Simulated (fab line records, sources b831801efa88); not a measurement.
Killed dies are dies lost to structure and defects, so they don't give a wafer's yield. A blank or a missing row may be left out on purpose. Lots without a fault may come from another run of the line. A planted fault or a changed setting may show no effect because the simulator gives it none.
Split-lot experiment | flow gf180mcu | 5 lots, 23 wafers read, on a route of 602 steps

THE SPLIT
At GF_PSD_EXPOSE_04 (exposes mask Pplus, target cd 400 nm), the setting dose_mj was moved away from the recipe's 140 on 8 of the 23 wafers read, by -7.4% to -5.1%. The other wafers ran this setting at the recipe's value.

FROM THE SPLIT TO THE READING: what the file shows between them, 2 steps
- GF_PSD_PEB_05
- GF_PSD_DEVELOP_06: develop time 57.92 s

THE READING
cd_nm, in nm, at GF_PSD_CD_MEAS_07 (target cd 400 nm). Fault-free wafers of this fab line usually give 399.7 nm, standard deviation 2.8 nm.

wafer  | tool, chamber at the split | dose_mj as run | against the recipe | cd_nm, nm | against lot-mates on the recipe
L076.2 | iline_stepper-01, 0        | 140            | recipe             | 396.9     | -
L076.3 | iline_stepper-01, 0        | 132.9          | -5.1%              | 384.3     | -14.1
L076.4 | iline_stepper-01, 0        | 132.9          | -5.1%              | 387.3     | -11.1
L076.5 | iline_stepper-01, 0        | 140            | recipe             | 400.0     | -
L076.6 | iline_stepper-01, 0        | 132.9          | -5.1%              | 382.0     | -16.4
L079.2 | iline_stepper-01, 0        | 140            | recipe             | 398.0     | -
L079.3 | iline_stepper-01, 0        | 140            | recipe             | 396.3     | -
L079.6 | iline_stepper-01, 0        | 140            | recipe             | 396.5     | -
L082.2 | iline_stepper-02, 0        | 140            | recipe             | 397.5     | -
L082.3 | iline_stepper-02, 0        | 140            | recipe             | 399.4     | -
L082.4 | iline_stepper-02, 0        | 140            | recipe             | 400.1     | -
L082.5 | iline_stepper-02, 0        | 140            | recipe             | 401.6     | -
L082.6 | iline_stepper-02, 0        | 140            | recipe             | 401.6     | -
L083.1 | iline_stepper-01, 0        | 131.4          | -6.1%              | 379.8     | -16.4
L083.3 | iline_stepper-01, 0        | 140            | recipe             | 396.6     | -
L083.4 | iline_stepper-01, 0        | 131.4          | -6.1%              | 380.9     | -15.3
L083.5 | iline_stepper-01, 0        | 140            | recipe             | 396.0     | -
L083.6 | iline_stepper-01, 0        | 140            | recipe             | 395.9     | -
L084.1 | iline_stepper-01, 0        | 129.7          | -7.4%              | 375.9     | -22.6
L084.3 | iline_stepper-01, 0        | 140            | recipe             | 397.8     | -
L084.4 | iline_stepper-01, 0        | 129.7          | -7.4%              | 374.5     | -24.0
L084.5 | iline_stepper-01, 0        | 129.7          | -7.4%              | 376.7     | -21.8
L084.6 | iline_stepper-01, 0        | 140            | recipe             | 399.2     | -

THE FIT
A straight line over all 23 wafers: cd_nm changes by +2.95 nm for each +1% of dose_mj; r = +0.98; the points scatter about the line by 1.9 nm.
The same after taking each lot's own level away (the mean of its wafers on the recipe; 23 wafers): +2.9 nm for each +1%; r = +0.99; scatter 1.6 nm.
On that fit, the largest move of dose_mj shifts the reading by 21 nm.
The lots' own levels span 396.17 to 400.04 nm, that is 1.4 times the standard deviation above.
So the lot-to-lot level changes the slope little: the two slopes agree.
Check: with one of the wafers moved furthest among these (-7.4%) left out of the fit, the line predicts -21 nm for it against its lot-mates. It came out at -22.6 nm against them.

THE WHOLE CHAIN: every reading that the file lists as answering this split, in the file's order
step              | what it does         | reading                                                    | change (the file's fit)              | r (the file's)
GF_PSD_DEVELOP_06 | develop time 57.92 s | PSD.cd_nm (the simulator's own value, which no gauge read) | +2.86 nm for each +1% of the setting | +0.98
GF_PSD_CD_MEAS_07 | target cd 400 nm     | cd_nm                                                      | +2.86 nm for each +1% of the setting | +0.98

THE FILE'S OWN FIT
cd_nm changes by +2.86 nm for each +1% of dose_mj, r = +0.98.
